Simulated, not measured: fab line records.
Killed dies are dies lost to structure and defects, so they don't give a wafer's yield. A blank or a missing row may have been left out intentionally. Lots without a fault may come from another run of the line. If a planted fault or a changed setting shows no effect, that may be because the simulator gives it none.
8D (eight disciplines) problem report, filled in by code -- flow sky130 -- the parts of the form that need people (team, actions taken, sign-off) are left out

## 1. PROBLEM STATEMENT
At SKY_VT_ADJUST_NCORE_IMPLANT_09, dose-ions-cm2 averages 2.6246e+12 over 6 wafers from 2 lots, while fault-free wafers read 2.3999e+12, standard deviation 2.8e+09. That puts it +80 standard deviations away from the usual mean.
First seen on wafer L650.2, day 14 02:08, on implanter-04. At this step, 36 wafers from 12 lots have a number in the record. Rule for "out", or "out of limits": more than 4 standard deviations from the usual mean. The other wafers with a number count as sound.

## 2. WHAT THIS IS AND IS NOT
question,is,is not
which readings at this step,dose-ions-cm2,-
which lots,"L650, L651","L631, L632, L633, L634, L635, L636, L637, L639, L640, L654"
which wafers of those lots,all that have a number,-
read on which tools,implanter-04,"implanter-01, implanter-02"
when,from day 14 02:08,up to then (27 sound wafers); but 3 sound wafers of L654 came after

## 3. SUSPECTS, AND WHAT RULES EACH OUT
Counting: a tool stays on the suspect list if, at a process step up to the reading, it processed all lots that are out and no sound lot following the first of them.
- plasma-asher-03 at SKY_PWDE_STRIP_09 (strips in O2/N2): ruled out as a lasting fault. Following L650 (day 8 04:54), the first lot on it that is out, the sound lots L654 were run on it.
- implanter-04 at SKY_VT_ADJUST_NCORE_IMPLANT_09: kept. Every lot that is out went through it, starting with L650 (day 14 02:08), and after that it ran no sound lot; the last sound lot it ran before then is L633 (day 9 06:05). Its own dose-ions-cm2 readings are out on those wafers.
The count leaves implanter-04 at SKY_VT_ADJUST_NCORE_IMPLANT_09.

## 4. THE CAUSE (what the simulator had put in)
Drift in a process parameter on implanter-04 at SKY_VT_ADJUST_NCORE_IMPLANT_09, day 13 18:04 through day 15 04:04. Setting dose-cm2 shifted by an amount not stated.
The count eliminated every tool but this one.

## 5. THE EFFECT CHAIN, in route order
One row per reading whose mean, taken over the struck wafers that have a number, lies over 3 standard deviations from the usual. Scope: only readings with a usual standard deviation given in the record; hours: median across lots of the time from each lot's start at the first step in this table that gives one to its start at this step; sigmas: change in usual standard deviations.
hours,step,reading,usual,on struck wafers,change,sigmas
0,SKY_VT_ADJUST_NCORE_IMPLANT_09,dose-ions-cm2,2.3999e+12,2.6246e+12,+2.2472e+11,+80
0,SKY_VT_ADJUST_NCORE_IMPLANT_09,faraday-current-uA,13.53,14.65,+1.12,+4.0
Process steps it contains:
- SKY_VT_ADJUST_NCORE_IMPLANT_09

## 6. HOW IT WOULD HAVE BEEN CAUGHT EARLIER
First out-of-limits reading in this record: day 14 02:08, which is 8 hours after fault onset at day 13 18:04.
